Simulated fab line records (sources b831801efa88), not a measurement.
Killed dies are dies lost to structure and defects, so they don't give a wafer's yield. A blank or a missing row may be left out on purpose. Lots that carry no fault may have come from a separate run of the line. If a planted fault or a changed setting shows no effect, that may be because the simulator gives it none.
Matching of chambers | flow sky130 | 4 sister chambers for SKY_FIELD_ISO_CMP_27 on cmp-02
The step polishes, stops on Si3N4, t overpolish 16 s, target thk 457.8 nm. 14 wafers are shown with their chamber, then 7 later ones without.

## WAFERS PAIRED WITH THEIR CHAMBERS
wafer  | chamber | motor_current_A (A) | edge_zone_pressure_frac
L922.1 | 1       | 11.1                | 0.992
L922.5 | 0       | 11.2                | 0.997
L922.6 | 3       | 14.5                | 1.000
L927.1 | 3       | 14.1                | 1.001
L927.3 | 1       | 10.7                | 0.994
L927.6 | 2       | 10.7                | 0.996
L930.1 | 0       | 11.8                | 0.994
L930.2 | 1       | 11.1                | 1.003
L930.3 | 3       | 13.4                | 1.003
L935.1 | 2       | 10.1                | 1.006
L935.2 | 0       | 11.2                | 1.011
L935.3 | 3       | 14.8                | 1.004
L936.1 | 1       | 11.4                | 0.998
L936.5 | 0       | 11.3                | 0.998

SIGNATURES (averages over the wafers above)
reading                 | chamber 0 | chamber 1 | chamber 2 | chamber 3 | scatter within a chamber
motor_current_A         | 11.375    | 11.075    | 10.400    | 14.200    | 0.421
edge_zone_pressure_frac | 1.00000   | 0.99675   | 1.00100   | 1.00200   | 0.00548
Rule: a wafer's distance from a chamber is the root of the sum, over the readings, of the square of ((its reading less the chamber's mean) divided by the reading's scatter). The wafer belongs to the nearest chamber; if the next one is less than 2 further off, it can't be placed. The scatter: the root of (the sum of the squares of (reading less its chamber's mean) over the shown wafers, divided by (wafers less chambers)).

## WAFERS WHOSE CHAMBER IS MISSING
wafer  | motor_current_A (A) | edge_zone_pressure_frac
L936.6 | 10.5                | 1.001
L940.1 | 9.8                 | 0.993
L940.2 | 10.6                | 0.994
L940.3 | 14.3                | 1.003
L943.2 | 11.5                | 0.991
L943.4 | 11.6                | 0.992
L943.5 | 10.0                | 0.998

## CHAMBER TAKEN BY EACH
wafer  | from the rows above          | in truth
L936.6 | can't be placed: 2 or 1 or 0 | 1
L940.1 | can't be placed: 2 or 1 or 0 | 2
L940.2 | can't be placed: 1 or 2 or 0 | 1
L940.3 | 3                            | 3
L943.2 | can't be placed: 1 or 0 or 2 | 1
L943.4 | can't be placed: 1 or 0 or 2 | 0
L943.5 | can't be placed: 2 or 1      | 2
Placed correctly: 1 of 7. Cannot be placed on the basis of these rows: 6; the candidates contain the true chamber in 6. 0 placed wrongly.
